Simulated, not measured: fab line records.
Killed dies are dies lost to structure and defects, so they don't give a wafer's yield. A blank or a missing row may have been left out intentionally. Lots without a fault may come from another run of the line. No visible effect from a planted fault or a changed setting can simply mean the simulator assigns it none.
Which tool is to blame? + flow sky130 + 36 wafers from 12 lots sampled at 4 of the route's 708 steps

== WHAT THE GAUGES SHOWED, per wafer ==
SKY_PAD_OPEN_BOW_MEAS_13.
| lot  | measured     | on            | PAD_OPEN_BOW (um) |
|------|--------------|---------------|-------------------|
| L779 | day 46 10:28 | film_metro-02 | 31 51 44          |
| L781 | day 46 17:10 | film_metro-01 | 35 32 30          |
| L783 | day 47 06:20 | film_metro-03 | 41 28 43          |
| L784 | day 47 09:23 | film_metro-02 | 46 53 41          |
| L786 | day 48 00:00 | film_metro-03 | 60 48 48          |
| L787 | day 48 04:03 | film_metro-01 | 45 36 61          |
| L788 | day 48 15:52 | film_metro-01 | 40 35 45          |
| L789 | day 48 17:38 | film_metro-01 | 34 42 34          |
| L798 | day 50 14:55 | film_metro-02 | 35 31 40          |
| L799 | day 50 16:40 | film_metro-03 | 64 56 54          |
| L800 | day 50 19:19 | film_metro-03 | 45 36 38          |
| L801 | day 51 11:35 | film_metro-03 | 33 29 31          |

== TOOL THAT RAN EACH LOT (tool first, then ch and the chambers of the sampled wafers, then the start) ==
| lot  | SKY_GATE_OXIDE_STRIP_13              | SKY_METAL3_DESCUM_15              | SKY_METAL4_METAL_ETCH_18          |
|------|--------------------------------------|-----------------------------------|-----------------------------------|
| L779 | plasma_asher-04 ch 0,1, day 14 10:05 | rie_metal-02 ch 0,1, day 39 05:08 | rie_metal-04 ch 1, day 42 10:26   |
| L781 | plasma_asher-04 ch 0,1, day 14 14:08 | rie_metal-02 ch 0,1, day 39 11:57 | rie_metal-04 ch 0,1, day 42 16:40 |
| L783 | plasma_asher-03 ch 0,1, day 15 11:32 | rie_metal-02 ch 0,1, day 40 03:50 | rie_metal-02 ch 0,1, day 43 08:28 |
| L784 | plasma_asher-03 ch 0,1, day 15 16:32 | rie_metal-03 ch 0,1, day 40 07:44 | rie_metal-03 ch 0,1, day 43 11:04 |
| L786 | plasma_asher-04 ch 0,1, day 16 12:01 | rie_metal-03 ch 1, day 41 01:27   | rie_metal-03 ch 0,1, day 44 04:14 |
| L787 | plasma_asher-02 ch 0,1, day 16 15:01 | rie_metal-01 ch 0,1, day 41 04:29 | rie_metal-02 ch 0,1, day 44 07:35 |
| L788 | plasma_asher-02 ch 0,1, day 17 16:13 | rie_metal-02 ch 0,1, day 41 23:50 | rie_metal-03 ch 0,1, day 45 01:26 |
| L789 | plasma_asher-04 ch 0,1, day 17 16:47 | rie_metal-02 ch 0,1, day 42 01:15 | rie_metal-02 ch 0,1, day 45 01:35 |
| L798 | plasma_asher-03 ch 0,1, day 20 13:47 | rie_metal-02 ch 0, day 44 10:06   | rie_metal-03 ch 0,1, day 47 08:25 |
| L799 | plasma_asher-03 ch 0,1, day 20 20:26 | rie_metal-03 ch 0,1, day 44 11:35 | rie_metal-04 ch 0,1, day 47 09:47 |
| L800 | plasma_asher-04 ch 0,1, day 21 05:19 | rie_metal-02 ch 0,1, day 44 17:00 | rie_metal-02 ch 0,1, day 47 13:14 |
| L801 | plasma_asher-02 ch 0,1, day 22 07:53 | rie_metal-01 ch 0,1, day 45 16:11 | rie_metal-02 ch 1, day 48 09:43   |
- SKY_GATE_OXIDE_STRIP_13: strips in O2/N2.
- SKY_METAL3_DESCUM_15: chemistry O2, time 8 s.
- SKY_METAL4_METAL_ETCH_18: etches the open film in Cl2/BCl3, stops on SiO2, target depth 845 nm, time 183.1 s.

== AS READ BY THE TOOLS THEMSELVES (means over the sampled wafers that have a number; for cases with no such wafer, the mark the record gives instead) ==
SKY_GATE_OXIDE_STRIP_13.
| lot  | tool            | drypump_motor_current_A (A) | n2_flow_sccm (sccm) | oes_product_au (a.u.) | strip_time_to_endpoint_s (s) |
|------|-----------------|-----------------------------|---------------------|-----------------------|------------------------------|
| L779 | plasma_asher-04 | 6.1                         | 299.9               | 0.716                 | 14.17                        |
| L781 | plasma_asher-04 | 6.1                         | 299.3               | 0.717                 | 14.14                        |
| L783 | plasma_asher-03 | 6.0                         | 300.3               | 0.713                 | 14.11                        |
| L784 | plasma_asher-03 | 6.1                         | 299.3               | 0.713                 | 14.20                        |
| L786 | plasma_asher-04 | 6.3                         | 299.5               | 0.714                 | 14.13                        |
| L787 | plasma_asher-02 | 5.7                         | 300.0               | 0.713                 | 14.07                        |
| L788 | plasma_asher-02 | 5.7                         | 301.2               | 0.717                 | 14.16                        |
| L789 | plasma_asher-04 | 6.1                         | 298.5               | 0.723                 | 14.18                        |
| L798 | plasma_asher-03 | 6.0                         | 299.4               | 0.717                 | 14.20                        |
| L799 | plasma_asher-03 | 6.0                         | 299.9               | 0.718                 | 14.21                        |
| L800 | plasma_asher-04 | 6.3                         | 299.0               | 0.710                 | 14.11                        |
| L801 | plasma_asher-02 | 5.4                         | 300.0               | 0.711                 | 14.12                        |

SKY_METAL3_DESCUM_15.
| lot  | tool         | drypump_motor_current_A (A) | oes_product_au (a.u.) |
|------|--------------|-----------------------------|-----------------------|
| L779 | rie_metal-02 | 6.0                         | 0.995                 |
| L781 | rie_metal-02 | 6.0                         | 1.005                 |
| L783 | rie_metal-02 | 6.0                         | 0.995                 |
| L784 | rie_metal-03 | 5.8                         | 1.001                 |
| L786 | rie_metal-03 | 5.6                         | 0.994                 |
| L787 | rie_metal-01 | 5.1                         | 0.994                 |
| L788 | rie_metal-02 | 5.5                         | 0.997                 |
| L789 | rie_metal-02 | 5.4                         | 0.986                 |
| L798 | rie_metal-02 | 6.5                         | 1.021                 |
| L799 | rie_metal-03 | 5.9                         | 0.996                 |
| L800 | rie_metal-02 | 6.0                         | 1.008                 |
| L801 | rie_metal-01 | 5.1                         | 1.003                 |

SKY_METAL4_METAL_ETCH_18.
| lot  | tool         | drypump_motor_current_A (A) | oes_product_au (a.u.) | throttle_valve_pct (%) |
|------|--------------|-----------------------------|-----------------------|------------------------|
| L779 | rie_metal-04 | 5.3                         | 0.858                 | 22.263                 |
| L781 | rie_metal-04 | 5.3                         | 0.861                 | 22.258                 |
| L783 | rie_metal-02 | 5.4                         | 0.863                 | 22.262                 |
| L784 | rie_metal-03 | 5.9                         | 0.869                 | 22.268                 |
| L786 | rie_metal-03 | 5.9                         | 0.866                 | 22.254                 |
| L787 | rie_metal-02 | 5.5                         | 0.873                 | 22.271                 |
| L788 | rie_metal-03 | 5.9                         | 0.860                 | 22.265                 |
| L789 | rie_metal-02 | 5.4                         | 0.864                 | 22.275                 |
| L798 | rie_metal-03 | 5.9                         | 0.862                 | 22.272                 |
| L799 | rie_metal-04 | 5.3                         | 0.866                 | 22.266                 |
| L800 | rie_metal-02 | 5.4                         | 0.866                 | 22.262                 |
| L801 | rie_metal-02 | 5.0                         | 0.865                 | 22.264                 |

== THE ANSWER, worked out from the rows above alone ==
Rule: the usual values come from the lots themselves. The widest of any qualifying gaps counts: lots, ordered by their means at a reading, are off when they make up no more than a third of the lots, leave a main group of 4 or more, and stand apart from it by 3 or more times the standard deviation of that group's means. If all means in a main group match to the digits the tables above print for the reading, that group is not used. Also off: a lot with no number at a reading for which 4 or more lots have one. Any other lot the step has rows for is counted as sound. The gauges are gone through in route order, then the tools' own readings, and for those a lot's mean is taken as printed above. The first step at which some lot is off is used, and at that step the reading that is off furthest; a lot without a number counts as furthest.
Across all readings shown, no lot is off: no conclusion can be drawn from this.

== WHAT HAD BEEN PUT IN BY THE SIMULATOR ==
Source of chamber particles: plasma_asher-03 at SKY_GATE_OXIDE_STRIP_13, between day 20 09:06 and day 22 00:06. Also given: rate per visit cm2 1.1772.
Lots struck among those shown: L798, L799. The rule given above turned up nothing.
